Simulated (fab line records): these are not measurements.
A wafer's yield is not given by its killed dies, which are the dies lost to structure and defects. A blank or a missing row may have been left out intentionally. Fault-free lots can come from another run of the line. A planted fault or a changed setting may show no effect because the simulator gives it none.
Which tool was responsible? || flow gf180mcu || 7 lots with 21 wafers sampled at 3 steps, on a route of 602 steps

## WHAT THE GAUGES READ, wafer by wafer
GF_V2_THK_MEAS_01.
{"lot": "L272", "measured": "day 19 15:57", "on": "film-metro-03", "V2_CVD_00_THK (nm)": "605 603 603"}
{"lot": "L275", "measured": "day 20 15:55", "on": "film-metro-03", "V2_CVD_00_THK (nm)": "604 598 603"}
{"lot": "L279", "measured": "day 22 08:34", "on": "film-metro-04", "V2_CVD_00_THK (nm)": "601 596 594"}
{"lot": "L287", "measured": "day 24 22:47", "on": "film-metro-01", "V2_CVD_00_THK (nm)": "599 593 605"}
{"lot": "L289", "measured": "day 25 16:25", "on": "film-metro-03", "V2_CVD_00_THK (nm)": "594 603 601"}
{"lot": "L292", "measured": "day 26 15:32", "on": "film-metro-04", "V2_CVD_00_THK (nm)": "607 603 598"}
{"lot": "L294", "measured": "day 27 01:58", "on": "film-metro-01", "V2_CVD_00_THK (nm)": "602 609 611"}

## EACH LOT AND THE TOOL THAT RAN IT (in order: tool; ch and the chambers of the sampled wafers; start)
{"lot": "L272", "GF_SALICIDE_RTA_06": "rtp-anneal-02 ch 0, day 15 12:55", "GF_M2_STRIP_17": "plasma-asher-04 ch 0,1, day 19 15:21"}
{"lot": "L275", "GF_SALICIDE_RTA_06": "rtp-anneal-02 ch 0, day 16 11:37", "GF_M2_STRIP_17": "plasma-asher-04 ch 0,1, day 20 15:19"}
{"lot": "L279", "GF_SALICIDE_RTA_06": "rtp-anneal-01 ch 0, day 18 02:11", "GF_M2_STRIP_17": "plasma-asher-03 ch 0,1, day 22 07:55"}
{"lot": "L287", "GF_SALICIDE_RTA_06": "rtp-anneal-01 ch 0, day 20 20:46", "GF_M2_STRIP_17": "plasma-asher-01 ch 0,1, day 24 22:11"}
{"lot": "L289", "GF_SALICIDE_RTA_06": "rtp-anneal-01 ch 0, day 21 16:25", "GF_M2_STRIP_17": "plasma-asher-04 ch 0,1, day 25 15:49"}
{"lot": "L292", "GF_SALICIDE_RTA_06": "rtp-anneal-02 ch 0, day 22 17:29", "GF_M2_STRIP_17": "plasma-asher-03 ch 0,1, day 26 14:53"}
{"lot": "L294", "GF_SALICIDE_RTA_06": "rtp-anneal-02 ch 0, day 23 04:40", "GF_M2_STRIP_17": "plasma-asher-04 ch 0,1, day 27 01:22"}
- GF_SALICIDE_RTA_06: time 30 s.
- GF_M2_STRIP_17: strips in O2/N2.

## THE ANSWER, worked out from the rows above alone
Rule: the lots themselves supply what counts as usual. Put in order of their means at a reading, lots are off if they are a third of the lots or fewer, leave a main group of 4 or more, and stand apart from it by a gap of 3 or more times the standard deviation of the main group's means; of several such gaps the widest counts. Not used: any main group whose means are identical at the precision the tables above print for the reading. Also off: a lot with no number at a reading for which 4 or more lots have one. The other lots that the step has rows for count as sound.
Across all readings shown, no lot is off: no conclusion can be drawn from this.

## WHAT THE SIMULATOR HAD INSERTED
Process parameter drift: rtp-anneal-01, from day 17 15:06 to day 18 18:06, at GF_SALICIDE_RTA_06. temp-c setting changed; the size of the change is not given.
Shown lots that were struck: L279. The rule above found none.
